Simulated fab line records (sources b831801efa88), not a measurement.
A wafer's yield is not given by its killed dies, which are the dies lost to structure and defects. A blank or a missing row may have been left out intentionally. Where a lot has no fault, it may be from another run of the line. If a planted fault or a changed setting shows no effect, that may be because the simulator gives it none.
2 desks looking at one fault :: flow gf180mcu :: numbers are kept per desk, each desk with only its own; the story behind them comes last

## FOR THE TOOL OWNER'S DESK: wet-bench-01
The tool's own readings at GF_M4_STRIP_18 (strips in post etch residue remover, time 1200 s): means of the sampled wafers that have a number, for each lot that ran on this tool. If a lot's mean is further than 4 standard deviations from the usual mean, the lot is out of limits and carries the mark OUT (the distance appears in the brackets).
Columns: A = bath-heat-duty-pct at GF_M4_STRIP_18, usual 14.1 %
lot: L316
first seen here: day 23 12:53
A: 15.1

lot: L317
first seen here: day 23 21:12
A: 15.4

lot: L324
first seen here: day 26 10:09
A: 15.7

lot: L325
first seen here: day 26 17:24
A: 12.9

lot: L326
first seen here: day 27 03:20
A: 12.9

lot: L327
first seen here: day 27 12:33
A: 12.6

lot: L338
first seen here: day 30 13:45
A: 12.4
Result from this desk: across the 7 lots, nothing is out of limits.

## AT THE METROLOGY DESK
Means of the sampled wafers that have a number, per lot and without regard to the tool the lot ran on: this is what the gauges read. If a lot's mean is further than 4 standard deviations from the usual mean, the lot is out of limits and carries the mark OUT (the distance appears in the brackets).
Columns: A = cd-nm at GF_TOP_METAL_CD_MEAS_14, usual 440.0 nm
lot: L316
first seen here: day 28 04:34
A: 439.2

lot: L317
first seen here: day 28 11:43
A: 442.1

lot: L320
first seen here: day 29 18:31
A: 438.5

lot: L321
first seen here: day 29 23:16
A: 442.1

lot: L322
first seen here: day 30 00:00
A: 438.2

lot: L323
first seen here: day 30 16:01
A: 440.0

lot: L324
first seen here: day 30 17:07
A: 439.4

lot: L325
first seen here: day 30 23:31
A: 437.9

lot: L326
first seen here: day 31 07:55
A: 438.0

lot: L327
first seen here: day 31 16:13
A: 438.8

lot: L331
first seen here: day 32 19:23
A: 443.6

lot: L336
first seen here: day 34 03:22
A: 439.9

lot: L338
first seen here: day 34 06:01
A: 441.3
Result from this desk: across the 13 lots, nothing is out of limits.

## BROUGHT TOGETHER
The desk of the tool owner found nothing out of limits.
Metrology desk: nothing out of limits seen.

## WHAT THE SIMULATOR PUT IN
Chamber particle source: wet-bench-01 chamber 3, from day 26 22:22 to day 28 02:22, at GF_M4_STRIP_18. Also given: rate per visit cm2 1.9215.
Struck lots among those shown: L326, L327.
